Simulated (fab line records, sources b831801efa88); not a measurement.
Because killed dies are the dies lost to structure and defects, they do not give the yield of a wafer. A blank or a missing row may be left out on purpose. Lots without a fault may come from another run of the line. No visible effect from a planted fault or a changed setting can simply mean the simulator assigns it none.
fab line records	flow sky130
record: lots: 6	wafers: 18	last_day: 50
route steps=708 shown RES_PROTECT@214 POLY_GATE@217 PAD_OPEN@708
lots that met no fault: taken from a fault-free run of the same line
start_h: hours from the record's opening day to when the first of the lot's shown wafers began	wait_h: hours from the lot's prior step to this one	" same as the row above	L1.1+2: a single row standing in for several wafers	- no value, or no start given	* or withheld: withheld	< > ~ a bound
route shown NAME@n: NAME is a module with steps in the file, n the number in the route of the first one	usual: the fault-free wafers' mean and standard deviation	same: alike in all rows	chamber/n: place in a boat	sites: readings site by site	_std_site: how widely they spread, as a standard deviation	_edge_site: mean of outer sites minus mean of inner sites	radius_mm: how far each site lies from the wafer's centre	mask NAME#n: copy n	behind: the tool/chamber that last shaped the wafer	hold: why the lot was held/for how many hours/how that ended	device: the transistor (n, p or np) that didn't switch	end of line: at the end of the route, the tests of the same wafers	for a step that has no rows: nothing shown but its recipe	killed: dies lost to structure and defects at the first sort, not the wafer's yield	map: shows each die of a wafer: x if killed, . if not, _ if none is there
set.NAME: the run value of the setting; set.NAME@STEP: its run value at that earlier step	model.NAME: the simulator's own value behind a step, which no gauge read
lots at some steps of the route; a table a step, a row a wafer
services: a tool's chamber out of use, with start hour (start_h, from the record's first day; less than 0 if before it), hours out, and reason
== steps ==
step: SKY_RES_PROTECT_STRIP_07
recipe: chemistry: O2/N2	power_w: 1400	pressure_mtorr: 1500	platen_temp_c: withheld	o2_flow_sccm: 3000	n2_flow_sccm: 300	overash_fraction: 0.5
usual: drypump_motor_current_A: 6.26/0.21	oes_product_au: 0.518/0.0045	strip_time_to_endpoint_s: 23.28/0.042
lot.wafer	tool	chamber	start_h	wait_h	drypump_motor_current_A	oes_product_au	rf_hours_counter_h	strip_time_to_endpoint_s
L906.2	plasma_asher-02	0	399.96	0.1	6.69	0.521	67	23.26
L906.5	"	0	"	"	6.69	0.517	-	23.26
L906.6	"	1	"	"	6.06	0.516	-	23.29
L908.3	plasma_asher-03	0	418.65	0.1	6.22	0.529	-	23.31
L908.5	"	0	"	"	6.24	0.524	-	23.29
L908.6	"	1	"	"	6.29	0.516	-	23.30
L910.2	plasma_asher-03	0	437.31	0.1	6.15	0.516	66	23.26
L910.3	"	1	"	"	6.29	0.513	-	23.21
L910.6	"	0	"	"	6.20	0.519	-	23.27
L911.1	plasma_asher-02	0	447.57	0.1	6.72	0.516	73	23.31
L911.5	"	0	"	"	6.72	0.513	-	23.33
L911.6	"	1	"	"	6.08	0.519	-	23.29
L912.1	plasma_asher-01	0	459.93	0.1	6.06	0.512	34	23.26
L912.2	"	1	"	"	6.38	0.526	34	23.26
L912.3	"	0	"	"	6.04	0.520	-	23.24
L922.2	plasma_asher-02	0	532.96	0.1	6.70	0.510	81	23.35
L922.4	"	0	"	"	6.71	0.520	-	23.30
L922.5	"	0	"	"	6.70	0.526	-	23.34
step: SKY_RES_PROTECT_TW_MEAS_08
usual: POLY_GATE_TW: 4037/68
lot.wafer	tool	chamber	start_h	wait_h	POLY_GATE_TW
L906.2	film_metro-02	-	400.07	0.1	4131
L906.5	"	-	"	"	4147
L906.6	"	-	"	"	4146
L908.3	film_metro-01	-	418.73	0.1	3986
L908.5	"	-	"	"	3995
L908.6	"	-	"	"	3992
L910.2	film_metro-01	-	437.42	0.1	3969
L910.3	"	-	"	"	3939
L910.6	"	-	"	"	3970
L911.1	film_metro-04	-	447.67	0.1	4041
L911.5	"	-	"	"	4033
L911.6	"	-	"	"	4069
L912.1	film_metro-01	-	460.03	0.1	3984
L912.2	"	-	"	"	3981
L912.3	"	-	"	"	3969
L922.2	film_metro-01	-	533.07	0.1	3973
L922.4	"	-	"	"	3982
L922.5	"	-	"	"	3982
step: SKY_RES_PROTECT_CLEAN_09
recipe: chemistry: SC1/SC2	mix: 1:4:20	temp_c: 70	time_s: 150	dry: n2_spin
step: SKY_POLY_GATE_CVD_03
recipe: material: Si3N4	precursor: DCS/NH3	target_thk_nm: 75	temp_c: 770	time_s: 1290	pressure_mtorr: 250
step: SKY_POLY_GATE_THK_MEAS_04
recipe: reads: Si3N4_of_POLY_GATE_CVD_03
usual: POLY_GATE_CVD_03_THK: 74.8/0.89
lot.wafer	tool	chamber	start_h	wait_h	POLY_GATE_CVD_03_THK[nm]
L906.2	film_metro-01	-	402.85	0.0	76.2
L906.5	"	-	"	"	76.0
L906.6	"	-	"	"	75.9
L908.3	film_metro-01	-	421.47	0.0	75.6
L908.5	"	-	"	"	75.5
L908.6	"	-	"	"	75.0
L910.2	film_metro-01	-	438.89	0.0	74.8
L910.3	"	-	"	"	75.6
L910.6	"	-	"	"	75.7
L911.1	film_metro-01	-	449.14	0.0	75.0
L911.5	"	-	"	"	75.2
L911.6	"	-	"	"	75.0
L912.1	film_metro-02	-	461.49	0.0	75.1
L912.2	"	-	"	"	76.1
L912.3	"	-	"	"	75.9
L922.2	film_metro-03	-	535.44	0.0	72.8
L922.4	"	-	"	"	72.8
L922.5	"	-	"	"	72.3
step: SKY_POLY_GATE_DEHYDRATE_05
recipe: temp_c: 200	time_s: 60
step: SKY_POLY_GATE_HMDS_06
recipe: prime_time_s: 60	prime_temp_c: 120
step: SKY_POLY_GATE_COAT_07
recipe: resist: BARC	temp_c: withheld	time_s: withheld	spin_rpm: 3000	resist_thk_nm: 110
step: SKY_POLY_GATE_COAT_08
recipe: resist: KrF-thick	spin_rpm: 3000	resist_thk_nm: 450
step: SKY_POLY_GATE_SOFTBAKE_09
recipe: temp_c: 100	time_s: 90	resist: KrF-thick
step: SKY_POLY_GATE_EXPOSE_10
recipe: mask_id: P1M	na: 0.68	source_shape: conventional	sigma_outer: 0.6	target_cd_nm: 150	dose_mj: 28
step: SKY_POLY_GATE_PEB_11
recipe: peb_temp_c: withheld	peb_time_s: withheld	resist: KrF-thick
step: SKY_POLY_GATE_DEVELOP_12
recipe: develop_time_s: 60	resist: KrF-thick	dev_temp_c: 21
lot.wafer	tool	chamber	start_h	wait_h
L906.2+5+6	litho_track-02	0	432	-
L908.3+5+6	litho_track-02	0	451	-
L910.2+3+6	litho_track-02	0	469	-
L911.1+5+6	litho_track-01	0	480	-
L912.1+2+3	litho_track-01	0	492	-
L922.2+4+5	litho_track-01	0	565	-
step: SKY_POLY_GATE_CD_MEAS_13
recipe: target_cd_nm: 150
usual: cd_nm: 150.0/1.6
lot.wafer	tool	chamber	start_h	wait_h	cd_nm
L906.2	cd_sem-02	-	432.79	-	147.5
L906.5	"	-	"	"	146.7
L906.6	"	-	"	"	148.1
L908.3	cd_sem-02	-	451.56	-	149.0
L908.5	"	-	"	"	148.9
L908.6	"	-	"	"	151.5
L910.2	cd_sem-02	-	469.64	-	150.4
L910.3	"	-	"	"	146.6
L910.6	"	-	"	"	149.8
L911.1	cd_sem-02	-	480.32	-	149.8
L911.5	"	-	"	"	148.8
L911.6	"	-	"	"	148.6
L912.1	cd_sem-02	-	492.42	-	152.0
L912.2	"	-	"	"	152.8
L912.3	"	-	"	"	152.0
L922.2	cd_sem-01	-	565.74	-	152.8
L922.4	"	-	"	"	153.3
L922.5	"	-	"	"	153.0
step: SKY_POLY_GATE_OVL_MEAS_14
usual: POLY_GATE_OVL: 0/4.4
lot.wafer	tool	chamber	start_h	wait_h	POLY_GATE_OVL[nm]
L906.2	overlay-02	-	432.90	0.1	-8
L906.5	"	-	"	"	3
L906.6	"	-	"	"	-5
L908.3	overlay-02	-	451.66	0.1	0
L908.5	"	-	"	"	-1
L908.6	"	-	"	"	-1
L910.2	overlay-02	-	469.75	0.1	1
L910.3	"	-	"	"	1
L910.6	"	-	"	"	2
L911.1	overlay-01	-	480.44	0.1	2
L911.5	"	-	"	"	-1
L911.6	"	-	"	"	3
L912.1	overlay-02	-	492.54	0.1	-3
L912.2	"	-	"	"	-3
L912.3	"	-	"	"	-1
L922.2	overlay-02	-	565.85	0.1	-4
L922.4	"	-	"	"	2
L922.5	"	-	"	"	-7
step: SKY_POLY_GATE_ETCH_15
recipe: chemistry: N2/H2	target: BARC	ion_energy_ev: 200	source_w: 500	bias_w: 100	pressure_mtorr: 30	n2_flow_sccm: 100	h2_flow_sccm: 200	stop_on: SiO2	time_s: 118.5	target_depth_a: 1100
usual: drypump_motor_current_A: 5.4/0.49	oes_product_au: 0.716/0.0043	throttle_valve_pct: 13.214/0.0086
lot.wafer	tool	chamber	start_h	wait_h	drypump_motor_current_A	oes_product_au	rf_hours_counter_h	throttle_valve_pct	model.POLY_GATE.cd_nm
L906.2	rie_diel-04	2	432.93	0.0	5.0	0.716	1	13.206	146.9
L906.5	"	0	"	"	5.7	0.719	-	13.216	146.4
L906.6	"	3	"	"	5.6	0.713	-	13.218	146.7
L908.3	rie_diel-02	2	451.68	0.0	6.3	0.722	40	13.217	150.5
L908.5	"	0	"	"	5.6	0.718	-	13.221	148.3
L908.6	"	3	"	"	5.0	0.717	-	13.206	148.6
L910.2	rie_diel-04	1	469.78	0.0	5.1	0.724	8	13.232	152.1
L910.3	"	0	"	"	5.8	0.711	14	13.207	147.2
L910.6	"	2	"	"	5.0	0.717	-	13.219	149.5
L911.1	rie_diel-04	3	480.48	0.0	5.6	0.717	14	13.210	149.4
L911.5	"	2	"	"	5.0	0.712	-	13.215	148.4
L911.6	"	1	"	"	5.1	0.716	-	13.205	150.2
L912.1	rie_diel-04	2	492.58	0.0	5.0	0.716	2	13.215	150.4
L912.2	"	3	"	"	5.6	0.718	14	13.209	150.3
L912.3	"	0	"	"	5.7	0.727	15	13.223	153.1
L922.2	rie_diel-02	1	565.88	0.0	6.0	0.718	1	13.229	155.8
L922.4	"	3	"	"	5.0	0.716	6	13.196	152.2
L922.5	"	3	"	"	5.0	0.713	-	13.216	152.2
step: SKY_POLY_GATE_ETCH_16
recipe: stop_on: poly-Si	chemistry: CH3F/O2	target: Si3N4	source_w: 400	bias_w: 80	pressure_mtorr: 25	ch3f_flow_sccm: 40	O2_flow_sccm: 30	time_s: 147.5	target_depth_a: 750
usual: drypump_motor_current_A: 5.4/0.49	oes_product_au: 0.640/0.0057	throttle_valve_pct: 10.536/0.0086
lot.wafer	tool	chamber	start_h	wait_h	drypump_motor_current_A	oes_product_au	rf_hours_counter_h	throttle_valve_pct	model.POLY_GATE.cd_nm
L906.2	rie_diel-04	2	433.01	0.0	5.0	0.649	1	10.538	146.8
L906.5	"	0	"	"	5.7	0.643	-	10.534	146.4
L906.6	"	3	"	"	5.6	0.648	-	10.543	146.7
L908.3	rie_diel-02	2	451.76	0.0	6.4	0.644	40	10.518	150.2
L908.5	"	0	"	"	5.6	0.642	-	10.545	148
L908.6	"	3	"	"	5.0	0.634	-	10.543	148.5
L910.2	rie_diel-04	1	469.86	0.0	5.1	0.629	9	10.534	152.1
L910.3	"	0	"	"	5.7	0.643	14	10.520	147.4
L910.6	"	2	"	"	5.0	0.640	-	10.529	149.6
L911.1	rie_diel-04	3	480.56	0.0	5.6	0.644	14	10.530	149.4
L911.5	"	2	"	"	5.0	0.641	-	10.536	148.4
L911.6	"	1	"	"	5.1	0.643	-	10.537	150
L912.1	rie_diel-04	2	492.66	0.0	5.0	0.645	2	10.540	150.4
L912.2	"	3	"	"	5.6	0.647	14	10.532	150.3
L912.3	"	0	"	"	5.7	0.643	15	10.526	153.2
L922.2	rie_diel-02	1	565.96	0.0	6.0	0.627	1	10.524	156
L922.4	"	3	"	"	5.0	0.634	6	10.548	152.3
L922.5	"	3	"	"	5.0	0.634	-	10.533	152.3
step: SKY_POLY_GATE_ETCH_17
recipe: target_depth_nm: 180	stop_on: SiO2	over_etch_frac: 0.56667	chemistry: HBr/Cl2	target: poly-Si	icp_w: 400	bias_w: 100	pressure_mtorr: 10	HBr_flow_sccm: 150	Cl2_flow_sccm: 50	time_s: 70.5
usual: HBr_flow_sccm: 150.0/0.44	drypump_motor_current_A: 6.15/0.25	mfc_cl2_sccm: 50.01/0.15	oes_product_au: 0.990/0.0077	throttle_valve_pct: 33.684/0.0085
lot.wafer	tool	chamber	start_h	wait_h	HBr_flow_sccm	drypump_motor_current_A	mfc_cl2_sccm	oes_product_au	rf_hours_counter_h	throttle_valve_pct
L906.2	rie_si-01	1	433.11	0.0	149.9	6.60	50.07	0.977	22	33.698
L906.5	"	2	"	"	149.8	6.15	49.89	0.981	-	33.685
L906.6	"	1	"	"	149.5	6.62	49.81	0.979	-	33.673
L908.3	rie_si-01	2	451.86	0.0	149.7	6.14	50.19	0.995	4	33.688
L908.5	"	1	"	"	149.6	6.63	50.15	0.986	-	33.686
L908.6	"	0	"	"	150.7	5.99	49.78	0.989	-	33.689
L910.2	rie_si-02	3	469.96	0.0	149.6	5.96	49.78	0.987	15	33.685
L910.3	"	0	"	"	149.5	6.05	50.01	0.984	0	33.697
L910.6	"	2	"	"	149.6	5.91	49.94	0.978	-	33.674
L911.1	rie_si-01	0	480.66	0.0	150.4	5.99	50.04	0.985	53	33.701
L911.5	"	1	"	"	150.4	6.64	50.19	0.991	-	33.681
L911.6	"	0	"	"	150.1	5.97	49.98	0.989	-	33.691
L912.1	rie_si-02	2	492.76	0.0	149.5	5.92	50.15	0.981	5	33.683
L912.2	"	3	"	"	150.0	5.91	49.94	0.988	15	33.690
L912.3	"	0	"	"	149.9	6.07	49.94	0.986	0	33.678
L922.2	rie_si-02	3	566.06	0.0	150.4	5.92	50.17	0.994	16	33.687
L922.4	"	0	"	"	150.8	6.05	50.01	0.995	-	33.683
L922.5	"	2	"	"	150.2	5.91	49.86	0.986	-	33.676
step: SKY_PAD_OPEN_PROBE_99
usual: killed_at_M0_to_M3: 44/7.1	killed_at_M4_up: 3.3/1.8	killed_at_contacts: 23/5.5	killed_at_front_end: 15/4.5	killed_at_other: 0.2/0.48	killed_dies: 85/8.4	killed_open: 46/6.6	killed_short: 39/6.1
same: gross_dies: 492	killed_at_back_side: 0
lot.wafer	tool	chamber	start_h	wait_h	killed_at_M0_to_M3	killed_at_M4_up	killed_at_contacts	killed_at_front_end	killed_at_other	killed_dies	killed_open	killed_short
L906.2	prober-02	-	1119.15	0.1	54	4	13	17	0	88	48	40
L906.5	prober-02	-	1119.30	0.2	45	3	18	16	0	82	44	36
L906.6	prober-02	-	1119.35	0.2	43	5	13	20	0	81	34	47
L908.3	prober-02	-	1129.92	0.2	41	2	25	15	0	83	50	33
L908.5	prober-02	-	1130.02	0.2	35	3	24	22	0	84	48	36
L908.6	prober-02	-	1130.07	0.2	35	3	23	15	0	76	46	30
L911.1	prober-01	-	1147.37	0.1	42	7	26	15	0	90	49	41
L911.5	prober-01	-	1147.57	0.2	55	0	26	14	0	95	53	42
L911.6	prober-01	-	1147.62	0.2	34	3	16	10	0	63	35	28
L922.2	prober-01	-	1196.44	0.1	50	4	32	14	0	100	52	48
L922.4	prober-01	-	1196.54	0.2	37	4	28	9	0	78	38	39
L922.5	prober-01	-	1196.59	0.2	40	6	25	14	0	85	50	34
killed by level:class
L906.2 VIA3:geometric_particle:open=11 METAL2:geometric_particle:short=9 VIA1:geometric_particle:open=8 VIA2:geometric_particle:short=7 FIELD_ISO:geometric_particle:open=6 LI_CONTACT:geometric_particle:open=5 POLY_GATE:geometric_particle:short=4 CONTACT:geometric_particle:short=4
L906.5 VIA3:geometric_particle:open=9 VIA1:geometric_particle:short=9 VIA1:geometric_particle:open=8 POLY_GATE:geometric_particle:open=6 LI_CONTACT:geometric_particle:open=6 CONTACT:geometric_particle:open=5 POLY_GATE:geometric_particle:short=4 VIA3:geometric_particle:short=4
L906.6 VIA1:geometric_particle:open=8 METAL2:geometric_particle:short=7 POLY_GATE:geometric_particle:short=6 VIA3:geometric_particle:open=6 VIA3:geometric_particle:short=6 VIA1:geometric_particle:short=5 FIELD_ISO:geometric_particle:open=4 METAL1:geometric_particle:short=4
L908.3 CONTACT:geometric_particle:open=10 LI_CONTACT:geometric_particle:open=7 VIA2:geometric_particle:open=7 VIA1:geometric_particle:open=6 METAL2:geometric_particle:short=6 METAL1:geometric_particle:short=5 VIA3:geometric_particle:open=5 FIELD_ISO:geometric_particle:short=4
L908.5 POLY_GATE:geometric_particle:open=8 VIA1:geometric_particle:open=8 CONTACT:geometric_particle:open=8 VIA3:geometric_particle:open=7 LI_CONTACT:geometric_particle:open=6 LOCAL_INTERCONNECT:geometric_particle:short=5 VIA3:geometric_particle:short=4 SPACER:geometric_particle:short=4
L908.6 CONTACT:geometric_particle:open=10 VIA1:geometric_particle:open=8 VIA1:geometric_particle:short=7 LI_CONTACT:geometric_particle:open=6 LOCAL_INTERCONNECT:geometric_particle:short=5 POLY_GATE:geometric_particle:open=4 SPACER:geometric_particle:open=4 METAL1:geometric_particle:short=4
L911.1 VIA1:geometric_particle:open=13 CONTACT:geometric_particle:open=11 VIA1:geometric_particle:short=7 METAL4:geometric_particle:short=7 CONTACT:geometric_particle:short=6 VIA2:geometric_particle:open=6 METAL2:geometric_particle:short=6 FIELD_ISO:geometric_particle:open=5
L911.5 VIA1:geometric_particle:open=16 CONTACT:geometric_particle:open=13 METAL2:geometric_particle:short=9 CONTACT:geometric_particle:short=7 VIA2:geometric_particle:open=6 VIA3:geometric_particle:open=5 POLY_GATE:geometric_particle:short=4 METAL1:geometric_particle:short=4
L911.6 VIA1:geometric_particle:open=12 CONTACT:geometric_particle:open=7 METAL1:geometric_particle:short=6 FIELD_ISO:geometric_particle:open=3 POLY_GATE:geometric_particle:open=3 LI_CONTACT:geometric_particle:open=3 LOCAL_INTERCONNECT:geometric_particle:short=3 VIA1:geometric_particle:short=3
L922.2 VIA1:geometric_particle:open=11 CONTACT:geometric_particle:open=9 FIELD_ISO:geometric_particle:open=7 LI_CONTACT:geometric_particle:open=7 METAL2:geometric_particle:short=7 VIA2:geometric_particle:open=7 CONTACT:geometric_particle:short=6 LOCAL_INTERCONNECT:geometric_particle:short=6
L922.4 CONTACT:geometric_particle:open=11 LOCAL_INTERCONNECT:geometric_particle:short=8 VIA3:geometric_particle:open=8 VIA1:geometric_particle:open=6 VIA1:geometric_particle:short=6 FIELD_ISO:geometric_particle:open=4 LI_CONTACT:geometric_particle:open=4 CONTACT:geometric_particle:short=4
L922.5 VIA1:geometric_particle:open=15 LI_CONTACT:geometric_particle:open=7 CONTACT:geometric_particle:open=7 METAL2:geometric_particle:short=6 FIELD_ISO:geometric_particle:open=5 LOCAL_INTERCONNECT:geometric_particle:short=5 VIA2:geometric_particle:open=5 METAL4:geometric_particle:short=5
== services ==
tool	chamber	start_h	hours	kind
rie_diel-02	3	380.60	8.3	repair
rie_diel-04	2	394.94	-	clean
rie_diel-04	2	394.94	13.7	scheduled_down
rie_diel-04	2	394.94	13.7	vent_cycle
rie_si-02	0	447.36	-	clean
rie_si-02	0	447.36	16.5	scheduled_down
rie_si-02	0	447.36	16.5	vent_cycle
rie_si-02	-	452.92	0.7	repair
rie_diel-04	3	465.19	6.8	repair
rie_si-02	2	483.93	6.0	repair
rie_si-02	2	502.18	25.2	repair
rie_si-01	0	508.85	-	clean
rie_si-01	0	508.85	16.1	scheduled_down
rie_si-01	0	508.85	16.1	vent_cycle
rie_diel-02	3	519.38	12.7	repair
rie_diel-02	1	532.10	-	clean
rie_diel-02	1	532.10	12.0	scheduled_down
rie_diel-02	1	532.10	12.0	vent_cycle
plasma_asher-01	-	535.73	2.8	pm
rie_si-01	-	535.96	2.8	pm
rie_diel-02	0	536.40	3.9	repair
rie_diel-04	2	549.03	8.1	repair
plasma_asher-03	-	549.81	15.6	pm
rie_si-02	1	565.04	12.5	repair
== key ==
first_sign none at tools or gauges
model_effect: step: SKY_POLY_GATE_ETCH_15	value: POLY_GATE.cd_nm	without: 151.8	struck: 148.6
model_effect: step: SKY_POLY_GATE_ETCH_16	value: POLY_GATE.cd_nm	without: 151.7	struck: 148.5
met_at SKY_POLY_GATE_DEVELOP_12
struck_wafers L908.3,L908.5,L910.3
tester_left_out L908,L910
onset_between 432 451
fault: kind: process_parameter_drift	tool: litho_track-02	chamber: -	onset_h: 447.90	steps: SKY_POLY_GATE_DEVELOP_12	channel: develop_time_s	offset: *	shape: step	end_h: 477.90	scope: struck_wafers_only	acts_in: *	stated: *
tester_left_out: of these lots the tester's yield and bins aren't shown, on N5 and GAA mostly nor the transistor test; their killed dies are dies lost to structure and defects alone, not to doping, threshold or leakage, so they don't give the yield
